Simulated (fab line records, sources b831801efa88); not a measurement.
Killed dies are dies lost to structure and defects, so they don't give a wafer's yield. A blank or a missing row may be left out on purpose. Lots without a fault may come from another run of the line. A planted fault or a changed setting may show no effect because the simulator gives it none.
Which tool did it? | flow gf180mcu | 7 lots, 21 wafers sampled, at 2 steps of a route of 602

WHAT THE GAUGES READ, wafer by wafer
GF_M1_RS_MEAS_05: measures by four-point-probe.
lot  | measured     | on            | M1_ALCU_RS (ohm/sq)
L140 | day 16 14:38 | film_metro-04 | 0.0698 0.0703 0.0704
L143 | day 17 19:04 | film_metro-03 | 0.0694 0.0687 0.0692
L145 | day 18 10:37 | film_metro-03 | 0.0696 0.0691 0.0685
L148 | day 19 12:35 | film_metro-03 | 0.0694 0.0693 0.0694
L152 | day 20 19:35 | film_metro-04 | 0.0705 0.0711 0.0702
L158 | day 23 18:53 | film_metro-03 | 0.0704 0.0694 0.0706
L161 | day 24 12:21 | film_metro-04 | 0.0690 0.0693 0.0690

WHICH TOOL RAN EACH LOT (tool, then ch and the chambers of the sampled wafers, then the start)
lot  | GF_POLY_GATE_ETCH_12
L140 | rie_diel-01 ch 0,2,3, day 9 12:01
L143 | rie_diel-03 ch 1,2,3, day 10 09:04
L145 | rie_diel-01 ch 1,2,3, day 10 21:09
L148 | rie_diel-01 ch 0,2, day 11 19:58
L152 | rie_diel-02 ch 0,2,3, day 12 20:31
L158 | rie_diel-03 ch 1,2,3, day 15 13:13
L161 | rie_diel-03 ch 0,1,3, day 16 04:34
- GF_POLY_GATE_ETCH_12: etches BARC in N2/H2.

THE ANSWER, worked out from the rows above alone
Rule: what is usual is taken from the lots themselves. Put in order of their means at a reading, lots are off if they are a third of the lots or fewer, leave a main group of 4 or more, and stand apart from it by a gap of 3 or more times the standard deviation of the main group's means; of several such gaps the widest counts. A main group whose means are all the same, to the digits that the tables above print for the reading, isn't used. A lot without any number at a reading at which 4 lots or more have one is off too. The other lots that the step has rows for count as sound.
No lot is off at any reading shown: from this, nothing can be told.

WHAT THE SIMULATOR HAD PUT IN
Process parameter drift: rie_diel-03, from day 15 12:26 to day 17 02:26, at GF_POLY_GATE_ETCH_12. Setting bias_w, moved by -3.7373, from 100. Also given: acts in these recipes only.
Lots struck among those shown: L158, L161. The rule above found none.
